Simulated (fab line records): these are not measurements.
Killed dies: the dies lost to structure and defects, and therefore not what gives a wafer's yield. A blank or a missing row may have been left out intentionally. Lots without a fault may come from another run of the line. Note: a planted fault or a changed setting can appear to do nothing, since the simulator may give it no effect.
Matching of chambers -- flow sky130 -- SKY_LI_CONTACT_CMP_24 on cmp-01 has 4 sister chambers
The step polishes, stops on PSG, t overpolish 20 s, target thk 0 nm. 4 wafers are shown with their chamber, then 7 later ones without.

## WAFERS PAIRED WITH THEIR CHAMBERS
wafer,chamber,time-to-endpoint-s (s)
L634.1,1,97
L634.6,3,91
L640.1,0,97
L640.2,2,105

## WAFERS WHOSE CHAMBER IS MISSING
wafer,time-to-endpoint-s (s)
L640.4,94
L639.2,104
L639.4,98
L639.6,100
L641.1,89
L641.4,95
L641.5,91

## WHICH CHAMBER EACH ONE RAN IN
wafer,from the rows above,in truth
L640.4,can't be placed: 0 or 1 or 3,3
L639.2,2,2
L639.4,can't be placed: 0 or 1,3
L639.6,can't be placed: 0 or 1 or 2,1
L641.1,3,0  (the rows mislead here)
L641.4,can't be placed: 0 or 1 or 3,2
L641.5,3,3
Correct placement for 2 of the 7. These rows do not allow placing 4 (true chamber among the candidates in 2). Placed wrongly: 1.
How it was worked out, from the rows above alone: a wafer's distance from a chamber is the root of the sum, over the readings, of the square of ((its reading less the chamber's mean) divided by the reading's scatter). The wafer belongs to the nearest chamber; if the next one is less than 2 further off, it can't be placed. For every chamber, the mean is computed from those of its wafers that are shown. The scatter: root of mean squared gap, hidden wafer to nearest shown wafer, with one shown wafer a chamber.
